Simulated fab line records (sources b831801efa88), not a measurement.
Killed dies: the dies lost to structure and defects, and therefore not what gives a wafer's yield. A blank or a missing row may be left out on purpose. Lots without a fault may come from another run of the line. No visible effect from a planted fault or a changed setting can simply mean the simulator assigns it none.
Which tool is to blame? :: flow gf180mcu :: 12 lots, 36 wafers sampled, at 4 steps of a route of 602

WHAT THE GAUGES READ, wafer by wafer
The record lacks any reading of a measuring or inspecting step that a usual standard deviation could be used to judge.

EACH LOT AND THE TOOL THAT RAN IT (in order: tool; ch and the chambers of the sampled wafers; start)
lot: L198
GF_MIM_SPUTTER_01: pvd_sputter-04, day 24 10:46
GF_V5_CMP_04: cmp-01 ch 2,3, day 26 06:25
GF_V5_SPUTTER_21: pvd_sputter-01, day 27 03:53
GF_PASSIVATION_STRIP_12: plasma_asher-01 ch 0,1, day 28 21:52

lot: L199
GF_MIM_SPUTTER_01: pvd_sputter-03, day 24 22:04
GF_V5_CMP_04: cmp-02 ch 1,2, day 26 17:42
GF_V5_SPUTTER_21: pvd_sputter-03, day 27 15:32
GF_PASSIVATION_STRIP_12: plasma_asher-02 ch 0,1, day 29 08:19

lot: L202
GF_MIM_SPUTTER_01: pvd_sputter-04, day 25 19:22
GF_V5_CMP_04: cmp-01 ch 0,2,3, day 27 13:50
GF_V5_SPUTTER_21: pvd_sputter-01, day 28 10:42
GF_PASSIVATION_STRIP_12: plasma_asher-02 ch 0,1, day 30 02:52

lot: L201
GF_MIM_SPUTTER_01: pvd_sputter-04, day 25 21:22
GF_V5_CMP_04: cmp-01 ch 0,1,2, day 27 16:32
GF_V5_SPUTTER_21: pvd_sputter-02, day 28 13:38
GF_PASSIVATION_STRIP_12: plasma_asher-01 ch 0,1, day 30 06:54

lot: L204
GF_MIM_SPUTTER_01: pvd_sputter-02, day 26 12:53
GF_V5_CMP_04: cmp-02 ch 0,2,3, day 28 07:14
GF_V5_SPUTTER_21: pvd_sputter-03, day 29 04:08
GF_PASSIVATION_STRIP_12: plasma_asher-02 ch 0,1, day 30 18:24

lot: L206
GF_MIM_SPUTTER_01: pvd_sputter-04, day 27 06:20
GF_V5_CMP_04: cmp-01 ch 0,3, day 28 23:16
GF_V5_SPUTTER_21: pvd_sputter-03, day 29 19:39
GF_PASSIVATION_STRIP_12: plasma_asher-02 ch 1, day 31 11:00

lot: L207
GF_MIM_SPUTTER_01: pvd_sputter-02, day 27 13:07
GF_V5_CMP_04: cmp-01 ch 0,3, day 29 06:43
GF_V5_SPUTTER_21: pvd_sputter-01, day 30 02:55
GF_PASSIVATION_STRIP_12: plasma_asher-03 ch 0,1, day 31 16:35

lot: L208
GF_MIM_SPUTTER_01: pvd_sputter-02, day 27 18:45
GF_V5_CMP_04: cmp-02 ch 1,2, day 29 10:55
GF_V5_SPUTTER_21: pvd_sputter-02, day 30 07:04
GF_PASSIVATION_STRIP_12: plasma_asher-01 ch 0,1, day 31 20:39

lot: L210
GF_MIM_SPUTTER_01: pvd_sputter-04, day 28 12:28
GF_V5_CMP_04: cmp-02 ch 2,3, day 30 03:55
GF_V5_SPUTTER_21: pvd_sputter-01, day 30 23:09
GF_PASSIVATION_STRIP_12: plasma_asher-02 ch 0,1, day 32 12:00

lot: L211
GF_MIM_SPUTTER_01: pvd_sputter-04, day 29 01:58
GF_V5_CMP_04: cmp-01 ch 0,1,2, day 30 17:23
GF_V5_SPUTTER_21: pvd_sputter-01, day 31 12:33
GF_PASSIVATION_STRIP_12: plasma_asher-01 ch 0,1, day 32 23:55

lot: L212
GF_MIM_SPUTTER_01: pvd_sputter-03, day 29 05:08
GF_V5_CMP_04: cmp-02 ch 1,2, day 30 19:49
GF_V5_SPUTTER_21: pvd_sputter-01, day 31 14:46
GF_PASSIVATION_STRIP_12: plasma_asher-02 ch 0,1, day 33 01:28

lot: L213
GF_MIM_SPUTTER_01: pvd_sputter-03, day 29 08:46
GF_V5_CMP_04: cmp-02 ch 0,2,3, day 30 23:45
GF_V5_SPUTTER_21: pvd_sputter-01, day 31 18:43
GF_PASSIVATION_STRIP_12: plasma_asher-02 ch 0,1, day 33 08:41
- GF_MIM_SPUTTER_01: material TiN, target thk 30 nm, time 25 s.
- GF_V5_CMP_04: polishes SiO2.
- GF_V5_SPUTTER_21: material Ti, target thk 15 nm, time 80.02 s.
- GF_PASSIVATION_STRIP_12: strips in O2/N2.

WHAT THE TOOLS THEMSELVES READ (means of the sampled wafers that have a number; where no wafer has one, the mark that the record gives instead)
GF_MIM_SPUTTER_01. Usual: chamber_pressure_pa 0.4001 Pa, standard deviation 0.00081; throttle_valve_pct 30.5 %, standard deviation 1.1.
lot: L198
tool: pvd_sputter-04
chamber_pressure_pa (Pa): 0.4004
throttle_valve_pct (%): 31.4
flag: 

lot: L199
tool: pvd_sputter-03
chamber_pressure_pa (Pa): 0.3998
throttle_valve_pct (%): 30.3
flag: 

lot: L202
tool: pvd_sputter-04
chamber_pressure_pa (Pa): 0.4008
throttle_valve_pct (%): 30.7
flag: 

lot: L201
tool: pvd_sputter-04
chamber_pressure_pa (Pa): 0.4004
throttle_valve_pct (%): 31.0
flag: 

lot: L204
tool: pvd_sputter-02
chamber_pressure_pa (Pa): 0.3995
throttle_valve_pct (%): 30.8
flag: 

lot: L206
tool: pvd_sputter-04
chamber_pressure_pa (Pa): 0.4000
throttle_valve_pct (%): 30.9
flag: 

lot: L207
tool: pvd_sputter-02
chamber_pressure_pa (Pa): 0.4003
throttle_valve_pct (%): 31.2
flag: 

lot: L208
tool: pvd_sputter-02
chamber_pressure_pa (Pa): 0.3999
throttle_valve_pct (%): 31.1
flag: 

lot: L210
tool: pvd_sputter-04
chamber_pressure_pa (Pa): 0.4003
throttle_valve_pct (%): 30.5
flag: 

lot: L211
tool: pvd_sputter-04
chamber_pressure_pa (Pa): 0.4006
throttle_valve_pct (%): 30.6
flag: 

lot: L212
tool: pvd_sputter-03
chamber_pressure_pa (Pa): 0.4001
throttle_valve_pct (%): 29.4
flag: 

lot: L213
tool: pvd_sputter-03
chamber_pressure_pa (Pa): 0.3999
throttle_valve_pct (%): 29.5
flag: 

GF_V5_CMP_04. Usual: motor_current_A 12.3 A, standard deviation 1.2; retaining_ring_pressure_frac 1.001, standard deviation 0.0051.
lot: L198
tool: cmp-01
motor_current_A (A): 11.7
retaining_ring_pressure_frac: 1.005
flag: 

lot: L199
tool: cmp-02
motor_current_A (A): 12.6
retaining_ring_pressure_frac: 0.996
flag: 

lot: L202
tool: cmp-01
motor_current_A (A): 12.3
retaining_ring_pressure_frac: 1.005
flag: 

lot: L201
tool: cmp-01
motor_current_A (A): 12.2
retaining_ring_pressure_frac: 0.996
flag: 

lot: L204
tool: cmp-02
motor_current_A (A): 12.5
retaining_ring_pressure_frac: 1.000
flag: 

lot: L206
tool: cmp-01
motor_current_A (A): 12.2
retaining_ring_pressure_frac: 1.002
flag: 

lot: L207
tool: cmp-01
motor_current_A (A): 12.6
retaining_ring_pressure_frac: 0.997
flag: 

lot: L208
tool: cmp-02
motor_current_A (A): 11.3
retaining_ring_pressure_frac: 1.000
flag: 

lot: L210
tool: cmp-02
motor_current_A (A): 13.6
retaining_ring_pressure_frac: 1.003
flag: 

lot: L211
tool: cmp-01
motor_current_A (A): 12.6
retaining_ring_pressure_frac: 1.000
flag: 

lot: L212
tool: cmp-02
motor_current_A (A): 11.1
retaining_ring_pressure_frac: 0.998
flag: 

lot: L213
tool: cmp-02
motor_current_A (A): 12.9
retaining_ring_pressure_frac: 1.000
flag: 

GF_V5_SPUTTER_21. Usual: chamber_pressure_pa 5.001 Pa, standard deviation 0.0089; throttle_valve_pct 30.6 %, standard deviation 0.91.
lot: L198
tool: pvd_sputter-01
chamber_pressure_pa (Pa): 5.003
throttle_valve_pct (%): 30.5
flag: 

lot: L199
tool: pvd_sputter-03
chamber_pressure_pa (Pa): 5.000
throttle_valve_pct (%): 29.6
flag: 

lot: L202
tool: pvd_sputter-01
chamber_pressure_pa (Pa): 4.997
throttle_valve_pct (%): 30.7
flag: 

lot: L201
tool: pvd_sputter-02
chamber_pressure_pa (Pa): 5.002
throttle_valve_pct (%): 31.6
flag: 

lot: L204
tool: pvd_sputter-03
chamber_pressure_pa (Pa): 4.999
throttle_valve_pct (%): 29.0
flag: 

lot: L206
tool: pvd_sputter-03
chamber_pressure_pa (Pa): 5.003
throttle_valve_pct (%): 29.9
flag: 

lot: L207
tool: pvd_sputter-01
chamber_pressure_pa (Pa): 4.997
throttle_valve_pct (%): 30.3
flag: 

lot: L208
tool: pvd_sputter-02
chamber_pressure_pa (Pa): 5.011
throttle_valve_pct (%): 30.9
flag: 

lot: L210
tool: pvd_sputter-01
chamber_pressure_pa (Pa): 4.998
throttle_valve_pct (%): 30.5
flag: 

lot: L211
tool: pvd_sputter-01
chamber_pressure_pa (Pa): 5.002
throttle_valve_pct (%): 30.5
flag: 

lot: L212
tool: pvd_sputter-01
chamber_pressure_pa (Pa): 5.112
throttle_valve_pct (%): 30.2
flag: OFF

lot: L213
tool: pvd_sputter-01
chamber_pressure_pa (Pa): 5.119
throttle_valve_pct (%): 30.7
flag: OFF

GF_PASSIVATION_STRIP_12. Usual: chamber_pressure_mTorr 1499.9 mTorr, standard deviation 1.8; drypump_motor_current_A 5.5 A, standard deviation 0.36; heater_power_w 335 W, standard deviation 20; oes_product_au 0.719 a.u., standard deviation 0.0045; strip_time_to_endpoint_s 35.0 s, standard deviation 0.31.
lot: L198
tool: plasma_asher-01
chamber_pressure_mTorr (mTorr): 1500.5
drypump_motor_current_A (A): 5.1
heater_power_w (W): 357
oes_product_au (a.u.): 0.717
strip_time_to_endpoint_s (s): 35.3
flag: 

lot: L199
tool: plasma_asher-02
chamber_pressure_mTorr (mTorr): 1499.3
drypump_motor_current_A (A): 5.8
heater_power_w (W): 313
oes_product_au (a.u.): 0.719
strip_time_to_endpoint_s (s): 34.9
flag: 

lot: L202
tool: plasma_asher-02
chamber_pressure_mTorr (mTorr): 1500.1
drypump_motor_current_A (A): 5.6
heater_power_w (W): 315
oes_product_au (a.u.): 0.722
strip_time_to_endpoint_s (s): 35.3
flag: 

lot: L201
tool: plasma_asher-01
chamber_pressure_mTorr (mTorr): 1500.5
drypump_motor_current_A (A): 5.1
heater_power_w (W): 357
oes_product_au (a.u.): 0.723
strip_time_to_endpoint_s (s): 34.8
flag: 

lot: L204
tool: plasma_asher-02
chamber_pressure_mTorr (mTorr): 1499.3
drypump_motor_current_A (A): 5.6
heater_power_w (W): 318
oes_product_au (a.u.): 0.718
strip_time_to_endpoint_s (s): 34.8
flag: 

lot: L206
tool: plasma_asher-02
chamber_pressure_mTorr (mTorr): 1500.8
drypump_motor_current_A (A): 6.0
heater_power_w (W): 319
oes_product_au (a.u.): 0.723
strip_time_to_endpoint_s (s): 34.9
flag: 

lot: L207
tool: plasma_asher-03
chamber_pressure_mTorr (mTorr): 1499.5
drypump_motor_current_A (A): 5.7
heater_power_w (W): 333
oes_product_au (a.u.): 0.724
strip_time_to_endpoint_s (s): 35.3
flag: 

lot: L208
tool: plasma_asher-01
chamber_pressure_mTorr (mTorr): 1499.8
drypump_motor_current_A (A): 5.1
heater_power_w (W): 357
oes_product_au (a.u.): 0.713
strip_time_to_endpoint_s (s): 34.9
flag: 

lot: L210
tool: plasma_asher-02
chamber_pressure_mTorr (mTorr): 1499.3
drypump_motor_current_A (A): 5.6
heater_power_w (W): 317
oes_product_au (a.u.): 0.719
strip_time_to_endpoint_s (s): 35.3
flag: 

lot: L211
tool: plasma_asher-01
chamber_pressure_mTorr (mTorr): 1500.4
drypump_motor_current_A (A): 5.1
heater_power_w (W): 365
oes_product_au (a.u.): 0.719
strip_time_to_endpoint_s (s): 35.2
flag: 

lot: L212
tool: plasma_asher-02
chamber_pressure_mTorr (mTorr): 1498.9
drypump_motor_current_A (A): 5.8
heater_power_w (W): 317
oes_product_au (a.u.): 0.715
strip_time_to_endpoint_s (s): 34.9
flag: 

lot: L213
tool: plasma_asher-02
chamber_pressure_mTorr (mTorr): 1499.6
drypump_motor_current_A (A): 5.8
heater_power_w (W): 314
oes_product_au (a.u.): 0.715
strip_time_to_endpoint_s (s): 34.9
flag: 

THE ANSWER, worked out from the rows above alone
Rule: lot off if the mean of its wafers having a number is beyond 3 standard deviations from the usual mean. Also off: a lot with no number at a reading for which 4 or more lots have one. Any other lot the step has rows for is counted as sound. The gauges are gone through in route order, then the tools' own readings, and for those a lot's mean is taken as printed above. At the first step where some lot is off, the reading lying furthest off is the one used; lots without a number count as furthest.
Off, at GF_V5_SPUTTER_21 on chamber_pressure_pa: L212, L213.
A tool fits if, at that step or a process step before it, it ran every lot that is off, and no sound lot after the first of them. Can't be told from this: 3 tools fit, pvd_sputter-03 at GF_MIM_SPUTTER_01, cmp-02 at GF_V5_CMP_04, pvd_sputter-01 at GF_V5_SPUTTER_21.

WHAT WAS PUT IN BY THE SIMULATOR
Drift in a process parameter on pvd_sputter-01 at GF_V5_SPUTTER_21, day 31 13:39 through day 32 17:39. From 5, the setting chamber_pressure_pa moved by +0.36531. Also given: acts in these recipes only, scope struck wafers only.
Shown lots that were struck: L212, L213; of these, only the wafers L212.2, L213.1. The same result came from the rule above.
